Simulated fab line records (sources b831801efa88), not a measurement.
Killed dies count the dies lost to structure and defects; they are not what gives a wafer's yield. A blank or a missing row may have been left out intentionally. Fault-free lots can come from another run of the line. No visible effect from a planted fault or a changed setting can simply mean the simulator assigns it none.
fab line records -- flow sky130
record lots=6, wafers=18, last_day=50
route steps=708 shown FIELD_ISO@5 PAD_OPEN@708
lots that met no fault: from a run of the same line without faults
start_h: the number of hours between the record's first day and the start of the first shown wafer of the lot -- wait_h: hours since the lot's step before -- " repeats the value in the row above -- L1.1+2: a single row standing in for several wafers -- - no value present, or no start provided -- * or withheld: withheld -- < > ~ a bound
route shown NAME@n: a module of which the file shows steps, and the number in the route of the first -- usual: mean and standard deviation over wafers with no fault -- same: alike in all rows -- chamber/n: place in a boat -- sites: per-site readings -- _std_site: standard deviation across them -- _edge_site: the outer-site mean with the inner-site mean subtracted -- radius_mm: for every site, how far away it sits from the centre of the wafer -- mask NAME#n: copy n -- behind: the last tool/chamber to shape the wafer -- hold: cause of the lot's hold/its duration in hours/its outcome -- device: whichever transistor did not switch (one of n, p or np) -- end of line: tests run on the same wafers once the route is complete -- a step given without rows: its recipe and nothing more -- killed: at the first sort, the dies lost to defects and structure; wafer yield is something else -- map: dies across one wafer; x = killed, . = not, _ = none there
set.NAME: setting as actually run; set.NAME@STEP: the setting as run at that earlier step -- model.NAME: the simulator's own value behind a step, which no gauge read
certain route steps with their lots: each step a table, each wafer a row
services: when a tool's chamber went out of use (start_h, in hours from the record's first day, below 0 if earlier), for how many hours, and the reason
## steps
# step SKY_FIELD_ISO_THK_MEAS_04
# recipe reads=Si3N4_of_FIELD_ISO_CVD_03
# usual FIELD_ISO_CVD_03_THK=166.8/1.6
lot.wafer,tool,chamber,start_h,wait_h,FIELD_ISO_CVD_03_THK[nm]
L277.1,film_metro-03,-,49.58,0.0,168.3
L277.2,film_metro-03,-,49.58,0.0,166.7
L277.4,film_metro-03,-,49.58,0.0,165.2
L278.2,film_metro-04,-,53.85,0.0,165.2
L278.3,film_metro-04,-,53.85,0.0,164.8
L278.6,film_metro-04,-,53.85,0.0,164.7
L286.2,film_metro-04,-,96.12,0.0,168.9
L286.5,film_metro-04,-,96.12,0.0,170.2
L286.6,film_metro-04,-,96.12,0.0,170.3
L288.1,film_metro-02,-,105.06,0.0,167.6
L288.4,film_metro-02,-,105.06,0.0,167.8
L288.6,film_metro-02,-,105.06,0.0,166.5
L292.1,film_metro-04,-,124.31,0.0,166.0
L292.3,film_metro-04,-,124.31,0.0,164.9
L292.6,film_metro-04,-,124.31,0.0,165.1
L293.2,film_metro-02,-,128.49,0.0,166.2
L293.5,film_metro-02,-,128.49,0.0,165.5
L293.6,film_metro-02,-,128.49,0.0,165.3
# step SKY_FIELD_ISO_DEHYDRATE_05
# recipe temp_c=200, time_s=60
# step SKY_FIELD_ISO_HMDS_06
# recipe prime_time_s=60, prime_temp_c=120
# step SKY_FIELD_ISO_COAT_07
# recipe resist=BARC, temp_c=withheld, time_s=withheld, spin_rpm=3000, resist_thk_nm=60
# step SKY_FIELD_ISO_COAT_08
# recipe resist=KrF-thick, spin_rpm=3000, resist_thk_nm=450
# step SKY_FIELD_ISO_SOFTBAKE_09
# recipe temp_c=100, time_s=90, resist=KrF-thick
# step SKY_FIELD_ISO_EXPOSE_10
# recipe mask_id=FOM, na=0.68, source_shape=annular, sigma_inner=0.4, sigma_outer=0.8, target_cd_nm=150, dose_mj=28
# step SKY_FIELD_ISO_PEB_11
# recipe peb_temp_c=withheld, peb_time_s=withheld, resist=KrF-thick
# step SKY_FIELD_ISO_DEVELOP_12
# recipe develop_time_s=60, resist=KrF-thick, dev_temp_c=21
# step SKY_FIELD_ISO_CD_MEAS_13
# recipe target_cd_nm=150
# usual cd_nm=149.9/1.6
lot.wafer,tool,chamber,start_h,wait_h,cd_nm
L277.1,cd_sem-02,-,65.29,-,149.6
L277.2,cd_sem-02,-,65.29,-,147.7
L277.4,cd_sem-02,-,65.29,-,149.4
L278.2,cd_sem-01,-,70.71,-,149.6
L278.3,cd_sem-01,-,70.71,-,148.1
L278.6,cd_sem-01,-,70.71,-,148.6
L286.2,cd_sem-02,-,112.78,-,148.7
L286.5,cd_sem-02,-,112.78,-,148.4
L286.6,cd_sem-02,-,112.78,-,149.9
L288.1,cd_sem-01,-,123.02,-,149.8
L288.4,cd_sem-01,-,123.02,-,150.6
L288.6,cd_sem-01,-,123.02,-,149.2
L292.1,cd_sem-02,-,144.02,-,149.9
L292.3,cd_sem-02,-,144.02,-,150.7
L292.6,cd_sem-02,-,144.02,-,149.9
L293.2,cd_sem-01,-,148.06,-,149.8
L293.5,cd_sem-01,-,148.06,-,150.8
L293.6,cd_sem-01,-,148.06,-,150.6
# step SKY_FIELD_ISO_ETCH_14
# recipe chemistry=N2/H2, target=BARC, ion_energy_ev=200, source_w=500, bias_w=100, pressure_mtorr=30, n2_flow_sccm=100, h2_flow_sccm=200, stop_on=SiO2, time_s=45.9, target_depth_a=600
# usual drypump_motor_current_A=5.8/0.3, oes_product_au=0.855/0.0051, throttle_valve_pct=13.225/0.0083
# same time_s=45.9
lot.wafer,tool,chamber,start_h,wait_h,drypump_motor_current_A,oes_product_au,rf_hours_counter_h,throttle_valve_pct
L277.1,rie_diel-01,1,65.41,0.1,5.4,0.863,67,13.222
L277.2,rie_diel-01,0,65.41,0.1,6.1,0.855,5,13.234
L277.4,rie_diel-01,3,65.41,0.1,6.0,0.855,65,13.215
L278.2,rie_diel-01,3,70.81,0.1,6.0,0.854,65,13.221
L278.3,rie_diel-01,1,70.81,0.1,5.4,0.856,67,13.230
L278.6,rie_diel-01,3,70.81,0.1,6.0,0.856,-,13.216
L286.2,rie_diel-04,1,112.88,0.1,5.5,0.859,1,13.232
L286.5,rie_diel-04,0,112.88,0.1,5.7,0.862,-,13.239
L286.6,rie_diel-04,1,112.88,0.1,5.5,0.859,-,13.219
L288.1,rie_diel-01,3,123.14,0.1,6.0,0.859,66,13.220
L288.4,rie_diel-01,1,123.14,0.1,5.4,0.856,68,13.219
L288.6,rie_diel-01,3,123.14,0.1,6.0,0.842,-,13.214
L292.1,rie_diel-04,1,144.14,0.1,5.5,0.854,2,13.231
L292.3,rie_diel-04,2,144.14,0.1,5.8,0.853,151,13.236
L292.6,rie_diel-04,1,144.14,0.1,5.5,0.850,-,13.234
L293.2,rie_diel-04,2,148.16,0.1,5.8,0.854,151,13.230
L293.5,rie_diel-04,0,148.16,0.1,5.7,0.866,-,13.224
L293.6,rie_diel-04,1,148.16,0.1,5.5,0.855,-,13.237
# step SKY_FIELD_ISO_ETCH_15
# recipe chemistry=CHF3/O2, target_depth_nm=180, stop_on=Si, source_w=600, bias_w=200, pressure_mtorr=40, chf3_flow_sccm=50, O2_flow_sccm=5, time_s=72
# usual drypump_motor_current_A=5.79/0.3, oes_product_au=0.951/0.0068, throttle_valve_pct=8.844/0.01
# same time_s=72
lot.wafer,tool,chamber,start_h,wait_h,drypump_motor_current_A,oes_product_au,rf_hours_counter_h,throttle_valve_pct
L277.1,rie_diel-01,1,65.45,0.0,5.44,0.953,67,8.864
L277.2,rie_diel-01,0,65.45,0.0,6.11,0.947,5,8.833
L277.4,rie_diel-01,3,65.45,0.0,6.01,0.950,65,8.838
L278.2,rie_diel-01,3,70.85,0.0,6.01,0.943,65,8.833
L278.3,rie_diel-01,1,70.85,0.0,5.42,0.952,67,8.842
L278.6,rie_diel-01,3,70.85,0.0,6.01,0.940,-,8.847
L286.2,rie_diel-04,1,112.92,0.0,5.52,0.952,1,8.847
L286.5,rie_diel-04,0,112.92,0.0,5.69,0.961,-,8.840
L286.6,rie_diel-04,1,112.92,0.0,5.49,0.959,-,8.854
L288.1,rie_diel-01,3,123.18,0.0,5.99,0.954,66,8.856
L288.4,rie_diel-01,1,123.18,0.0,5.44,0.956,68,8.851
L288.6,rie_diel-01,3,123.18,0.0,6.00,0.946,-,8.850
L292.1,rie_diel-04,1,144.18,0.0,5.49,0.956,2,8.846
L292.3,rie_diel-04,2,144.18,0.0,5.78,0.947,151,8.829
L292.6,rie_diel-04,1,144.18,0.0,5.49,0.944,-,8.832
L293.2,rie_diel-04,2,148.20,0.0,5.85,0.957,151,8.842
L293.5,rie_diel-04,0,148.20,0.0,5.69,0.945,-,8.858
L293.6,rie_diel-04,1,148.20,0.0,5.51,0.939,-,8.841
# step SKY_FIELD_ISO_STRIP_16
# recipe chemistry=O2/N2, power_w=1400, pressure_mtorr=1500, platen_temp_c=withheld, o2_flow_sccm=3000, n2_flow_sccm=300, overash_fraction=0.5
# usual chamber_pressure_mTorr=1500.0/1.5, drypump_motor_current_A=5.9/0.32, oes_product_au=0.378/0.0044, strip_time_to_endpoint_s=3.55/0.035
lot.wafer,tool,chamber,start_h,wait_h,chamber_pressure_mTorr,drypump_motor_current_A,oes_product_au,rf_hours_counter_h,strip_time_to_endpoint_s,model.KrF-thick_of_FIELD_ISO_COAT_08.thk_nm
L277.1,plasma_asher-04,0,65.51,0.0,-,-,-,-,-,238.6
L277.2,plasma_asher-04,1,65.51,0.0,-,-,-,-,-,237.8
L277.4,plasma_asher-04,1,65.51,0.0,-,-,-,-,-,241.1
L278.2,plasma_asher-02,0,70.91,0.0,-,-,-,-,-,240.6
L278.3,plasma_asher-02,1,70.91,0.0,-,-,-,-,-,237.9
L278.6,plasma_asher-02,0,70.91,0.0,-,-,-,-,-,239.5
L286.2,plasma_asher-03,0,112.98,0.0,1499.5,5.4,0.381,42,3.59,0
L286.5,plasma_asher-03,1,112.98,0.0,1501.9,6.2,0.375,-,3.58,0
L286.6,plasma_asher-03,0,112.98,0.0,1500.0,5.4,0.384,-,3.56,0
L288.1,plasma_asher-02,1,123.24,0.0,1499.5,6.2,0.374,30,3.54,0
L288.4,plasma_asher-02,0,123.24,0.0,1501.8,5.5,0.372,-,3.53,0
L288.6,plasma_asher-02,1,123.24,0.0,1502.8,6.2,0.373,-,3.55,0
L292.1,plasma_asher-02,1,144.24,0.0,1501.7,6.2,0.380,32,3.55,0
L292.3,plasma_asher-02,0,144.24,0.0,1502.0,5.5,0.373,-,3.47,0
L292.6,plasma_asher-02,0,144.24,0.0,1500.1,5.5,0.379,-,3.56,0
L293.2,plasma_asher-03,1,148.26,0.0,1499.4,6.1,0.379,46,3.51,0
L293.5,plasma_asher-03,0,148.26,0.0,1496.9,5.4,0.372,-,3.59,0
L293.6,plasma_asher-03,1,148.26,0.0,1498.7,6.1,0.375,-,3.62,0
# step SKY_FIELD_ISO_ETCH_17
# recipe target_depth_a=3420, mask_material=Si3N4, chemistry=HBr/Cl2/O2, target=Si, taper_deg=5, icp_w=600, bias_w=150, pressure_mtorr=15, HBr_flow_sccm=150, Cl2_flow_sccm=40, O2_flow_sccm=6, time_s=97.7
# usual drypump_motor_current_A=5.5/0.5, oes_product_au=0.999/0.0091, throttle_valve_pct=25.658/0.01
# same time_s=97.7
lot.wafer,tool,chamber,start_h,wait_h,drypump_motor_current_A,oes_product_au,rf_hours_counter_h,throttle_valve_pct,model.KrF-thick_of_FIELD_ISO_COAT_08.thk_nm
L277.1,rie_si-02,2,65.61,0.1,4.8,1.004,2,25.643,124
L277.2,rie_si-02,1,65.61,0.1,6.0,0.985,104,25.643,124.9
L277.4,rie_si-02,3,65.61,0.1,5.3,1.016,101,25.650,125.2
L278.2,rie_si-02,3,71.01,0.1,5.3,1.001,101,25.638,124.7
L278.3,rie_si-02,1,71.01,0.1,6.0,0.996,104,25.665,124.9
L278.6,rie_si-02,2,71.01,0.1,4.8,0.989,-,25.655,125.3
L286.2,rie_si-02,3,113.08,0.1,5.4,1.004,101,25.639,0
L286.5,rie_si-02,1,113.08,0.1,6.0,0.997,-,25.662,0
L286.6,rie_si-02,2,113.08,0.1,4.9,1.002,-,25.655,0
L288.1,rie_si-02,3,123.34,0.1,5.4,1.000,101,25.638,0
L288.4,rie_si-02,1,123.34,0.1,6.0,1.000,105,25.659,0
L288.6,rie_si-02,3,123.34,0.1,5.4,1.008,-,25.650,0
L292.1,rie_si-02,1,144.34,0.1,6.0,0.998,105,25.657,0
L292.3,rie_si-02,2,144.34,0.1,4.8,1.007,3,25.654,0
L292.6,rie_si-02,2,144.34,0.1,4.9,1.009,-,25.654,0
L293.2,rie_si-01,1,148.36,0.1,4.8,1.002,9,25.654,0
L293.5,rie_si-01,0,148.36,0.1,5.0,0.992,-,25.675,0
L293.6,rie_si-01,2,148.36,0.1,5.7,1.001,-,25.659,0
# step SKY_FIELD_ISO_WET_ETCH_18
# recipe chemistry=H3PO4, target_depth_nm=25, temp_c=160, target=Si3N4, time_s=286
# step SKY_PAD_OPEN_PROBE_99
# usual killed_at_M0_to_M3=43/6.5, killed_at_M4_up=3/1.7, killed_at_contacts=25/5.1, killed_at_front_end=15/3.8, killed_at_other=0.2/0.45, killed_dies=86/8.8, killed_on_rim=17/4, killed_open=47/6.7, killed_short=39/6
# same gross_dies=492, killed_at_back_side=0
lot.wafer,tool,chamber,start_h,wait_h,killed_at_M0_to_M3,killed_at_M4_up,killed_at_contacts,killed_at_front_end,killed_at_other,killed_dies,killed_on_rim,killed_open,killed_short
L277.1,prober-01,-,1124.25,0.1,61,3,18,409,1,492,96,55,47
L277.2,prober-01,-,1124.30,0.1,34,3,23,431,1,492,96,44,36
L277.4,prober-01,-,1124.40,0.2,41,2,31,418,0,492,96,45,43
L278.2,prober-02,-,1135.83,0.1,44,2,19,427,0,492,96,48,29
L278.3,prober-02,-,1135.88,0.2,40,4,23,425,0,492,96,48,39
L278.6,prober-02,-,1136.03,0.2,38,6,20,428,0,492,96,41,39
L288.1,prober-01,-,1177.07,0.1,37,2,19,20,1,79,14,41,38
L288.4,prober-01,-,1177.22,0.2,42,3,19,10,0,74,16,39,35
L288.6,prober-01,-,1177.32,0.2,44,3,24,17,1,89,17,48,41
# killed by level:class
L277.1 FIELD_ISO:area_oxidation=390 VIA1:geometric_particle:open=11 VIA3:geometric_particle:open=11 METAL1:geometric_particle:short=8 LI_CONTACT:geometric_particle:open=7 VIA1:geometric_particle:short=7 CONTACT:geometric_particle:open=6 FIELD_ISO:geometric_particle:open=5
L277.2 FIELD_ISO:area_oxidation=412 LI_CONTACT:geometric_particle:open=10 VIA1:geometric_particle:open=8 CONTACT:geometric_particle:open=6 POLY_GATE:geometric_particle:open=5 VIA3:geometric_particle:open=5 FIELD_ISO:geometric_particle:short=4 LOCAL_INTERCONNECT:geometric_particle:short=4
L277.4 FIELD_ISO:area_oxidation=404 CONTACT:geometric_particle:open=12 VIA1:geometric_particle:open=8 CONTACT:geometric_particle:short=7 VIA2:geometric_particle:open=6 VIA3:geometric_particle:short=6 LI_CONTACT:geometric_particle:open=5 LOCAL_INTERCONNECT:geometric_particle:short=5
L278.2 FIELD_ISO:area_oxidation=415 VIA1:geometric_particle:open=13 VIA3:geometric_particle:open=9 METAL1:geometric_particle:short=8 CONTACT:geometric_particle:open=6 FIELD_ISO:geometric_particle:open=5 LI_CONTACT:geometric_particle:open=5 METAL2:geometric_particle:short=5
L278.3 FIELD_ISO:area_oxidation=405 VIA1:geometric_particle:open=10 POLY_GATE:geometric_particle:open=6 METAL1:geometric_particle:short=6 POLY_GATE:geometric_particle:short=5 LI_CONTACT:geometric_particle:open=5 CONTACT:geometric_particle:short=5 CONTACT:geometric_particle:open=5
L278.6 FIELD_ISO:area_oxidation=412 VIA2:geometric_particle:open=9 VIA2:geometric_particle:short=7 FIELD_ISO:geometric_particle:short=6 VIA1:geometric_particle:open=6 LI_CONTACT:geometric_particle:open=6 METAL4:geometric_particle:short=5 CONTACT:geometric_particle:open=5
L288.1 CONTACT:geometric_particle:open=9 VIA3:geometric_particle:open=7 POLY_GATE:geometric_particle:open=7 VIA1:geometric_particle:open=5 METAL2:geometric_particle:short=4 VIA1:geometric_particle:short=4 VIA2:geometric_particle:short=4 VIA3:geometric_particle:short=4
L288.4 VIA1:geometric_particle:open=10 CONTACT:geometric_particle:open=10 VIA3:geometric_particle:open=7 VIA1:geometric_particle:short=6 METAL2:geometric_particle:short=6 POLY_GATE:geometric_particle:short=5 VIA2:geometric_particle:open=4 METAL3:geometric_particle:short=4
L288.6 VIA1:geometric_particle:open=10 VIA2:geometric_particle:open=10 LI_CONTACT:geometric_particle:open=9 CONTACT:geometric_particle:open=9 POLY_GATE:geometric_particle:short=7 METAL2:geometric_particle:short=7 CONTACT:geometric_particle:short=4 VIA1:geometric_particle:short=4
# map L277.1 (x killed, . not)
__________xxxxxxxxxx_________
________xxxxxxxxxxxxxx_______
______xxxxxxxxxxxxxxxxxx_____
_____xxxxxxxxxxxxxxxxxxxx____
____xxxxxxxxxxxxxxxxxxxxxx___
___xxxxxxxxxxxxxxxxxxxxxxxx__
__xxxxxxxxxxxxxxxxxxxxxxxxxx_
_xxxxxxxxxxxxxxxxxxxxxxxxxxxx
_xxxxxxxxxxxxxxxxxxxxxxxxxxxx
_xxxxxxxxxxxxxxxxxxxxxxxxxxxx
_xxxxxxxxxxxxxxxxxxxxxxxxxxxx
_xxxxxxxxxxxxxxxxxxxxxxxxxxxx
_xxxxxxxxxxxxxxxxxxxxxxxxxxxx
_xxxxxxxxxxxxxxxxxxxxxxxxxxxx
_xxxxxxxxxxxxxxxxxxxxxxxxxxxx
__xxxxxxxxxxxxxxxxxxxxxxxxxx_
___xxxxxxxxxxxxxxxxxxxxxxxx__
____xxxxxxxxxxxxxxxxxxxxxx___
_____xxxxxxxxxxxxxxxxxxxx____
______xxxxxxxxxxxxxxxxxx_____
________xxxxxxxxxxxxxx_______
__________xxxxxxxxxx_________
# map L278.2 (x killed, . not)
__________xxxxxxxxxx_________
________xxxxxxxxxxxxxx_______
______xxxxxxxxxxxxxxxxxx_____
_____xxxxxxxxxxxxxxxxxxxx____
____xxxxxxxxxxxxxxxxxxxxxx___
___xxxxxxxxxxxxxxxxxxxxxxxx__
__xxxxxxxxxxxxxxxxxxxxxxxxxx_
_xxxxxxxxxxxxxxxxxxxxxxxxxxxx
_xxxxxxxxxxxxxxxxxxxxxxxxxxxx
_xxxxxxxxxxxxxxxxxxxxxxxxxxxx
_xxxxxxxxxxxxxxxxxxxxxxxxxxxx
_xxxxxxxxxxxxxxxxxxxxxxxxxxxx
_xxxxxxxxxxxxxxxxxxxxxxxxxxxx
_xxxxxxxxxxxxxxxxxxxxxxxxxxxx
_xxxxxxxxxxxxxxxxxxxxxxxxxxxx
__xxxxxxxxxxxxxxxxxxxxxxxxxx_
___xxxxxxxxxxxxxxxxxxxxxxxx__
____xxxxxxxxxxxxxxxxxxxxxx___
_____xxxxxxxxxxxxxxxxxxxx____
______xxxxxxxxxxxxxxxxxx_____
________xxxxxxxxxxxxxx_______
__________xxxxxxxxxx_________
## services
tool,chamber,start_h,hours,kind
rie_si-01,0,72.13,-,clean
rie_si-01,0,72.13,16.7,scheduled_down
rie_si-01,0,72.13,16.7,vent_cycle
rie_diel-04,-,87.86,2.8,pm
rie_si-02,3,90.81,1.1,repair
rie_diel-04,3,102.89,14.0,repair
rie_si-02,1,108.50,3.2,repair
rie_diel-04,3,116.92,-,clean
rie_diel-04,3,116.92,17.8,scheduled_down
rie_diel-04,3,116.92,17.8,vent_cycle
rie_si-01,3,136.68,28.0,repair
## key
first_sign step=SKY_FIELD_ISO_STRIP_16, reading=tool_record, direction=missing
effect step=SKY_PAD_OPEN_PROBE_99, reading=killed_at_front_end, direction=up, sigmas=99+, usual=15, struck=423
model_effect step=SKY_FIELD_ISO_STRIP_16, value=KrF-thick_of_FIELD_ISO_COAT_08.thk_nm, without=0, struck=239.3
model_effect step=SKY_FIELD_ISO_ETCH_17, value=KrF-thick_of_FIELD_ISO_COAT_08.thk_nm, without=0, struck=124.8
more_kills_born_at SKY_FIELD_ISO_OXIDATION_22@furnace-01=1232, SKY_FIELD_ISO_OXIDATION_22@furnace-02=1206
met_at SKY_FIELD_ISO_STRIP_16
struck_wafers L277.1,L277.2,L277.4,L278.2,L278.3,L278.6
later_rows_left_out L277.1,L277.2,L277.4,L278.2,L278.3,L278.6
tester_left_out L277,L278
fault kind=skipped_step_whole, tool=plasma_asher-02,plasma_asher-04, chamber=-, onset_h=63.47, steps=SKY_FIELD_ISO_STRIP_16, scope=struck_lots_only
# tester_left_out: of these lots the tester's yield and bins aren't shown, on N5 and GAA mostly nor the transistor test; their killed dies are dies lost to structure and defects alone, not to doping, threshold or leakage, so they don't give the yield
# later_rows_left_out: the simulator's readings of these wafers behind a module that went badly wrong aren't trusted and aren't shown, but for the sort
